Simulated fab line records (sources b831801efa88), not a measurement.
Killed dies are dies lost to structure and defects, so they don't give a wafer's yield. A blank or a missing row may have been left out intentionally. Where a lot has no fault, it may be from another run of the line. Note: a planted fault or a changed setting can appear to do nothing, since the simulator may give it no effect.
The same fault as seen by 2 desks	flow gf180mcu	what lay behind the numbers comes last; until then each desk has only its own

## AT THE TOOL OWNER'S DESK: cvd-w-01
The tool's own readings at GF_V4_CVD_23 (deposits W, target thk 350 nm, time 104.9 s): means of the sampled wafers that have a number, for each lot that ran on this tool. If a lot's mean is further than 4 standard deviations from the usual mean, the lot is out of limits and carries the mark OUT (the distance appears in the brackets).
Columns: A = heater-power-w at GF_V4_CVD_23, usual 888 W
lot	first seen here	A
L451	day 25 03:07	932
L452	day 25 06:10	988
L454	day 26 01:18	867
L456	day 26 19:11	871
L457	day 27 01:46	918
L458	day 27 07:58	866
L472	day 31 12:14	859
This desk's verdict: no lot among the 7 shows anything out of limits.

## FROM THE METROLOGY DESK
What the gauges read for every lot (on any tool): the sampled wafers with a number, averaged. If a lot's mean is further than 4 standard deviations from the usual mean, the lot is out of limits and carries the mark OUT (the distance appears in the brackets).
Columns: A = cd-nm at GF_M4_CD_MEAS_14, usual 279.7 nm; B = V4_W_RS at GF_V4_RS_MEAS_24, usual 0.325 ohm/sq; C = V4_W_THK at GF_V4_THK_MEAS_25, usual 366 nm
lot	first seen here	A	B	C
L449	day 23 11:03	280.8	0.328	362
L451	day 24 03:09	279.6	0.321	368
L452	day 24 05:32	279.8	0.321	374
L454	day 25 01:14	278.6	0.324	369
L456	day 25 18:37	282.0	0.317	374
L457	day 26 01:17	278.6	0.320	369
L458	day 26 08:57	280.9	0.339	353
L462	day 27 12:24	279.0	0.326	362
L465	day 28 18:44	280.8	0.327	363
L468	day 29 21:55	278.8	0.329	359
L471	day 30 09:34	280.1	0.329	362
L472	day 30 16:17	280.3	0.323	370
This desk's verdict: no lot among the 12 shows anything out of limits.

## PUT TOGETHER
Nothing out of limits was seen by the tool owner's desk.
Nothing out of limits was seen by the metrology desk.

## WHAT THE SIMULATOR HAD PUT IN
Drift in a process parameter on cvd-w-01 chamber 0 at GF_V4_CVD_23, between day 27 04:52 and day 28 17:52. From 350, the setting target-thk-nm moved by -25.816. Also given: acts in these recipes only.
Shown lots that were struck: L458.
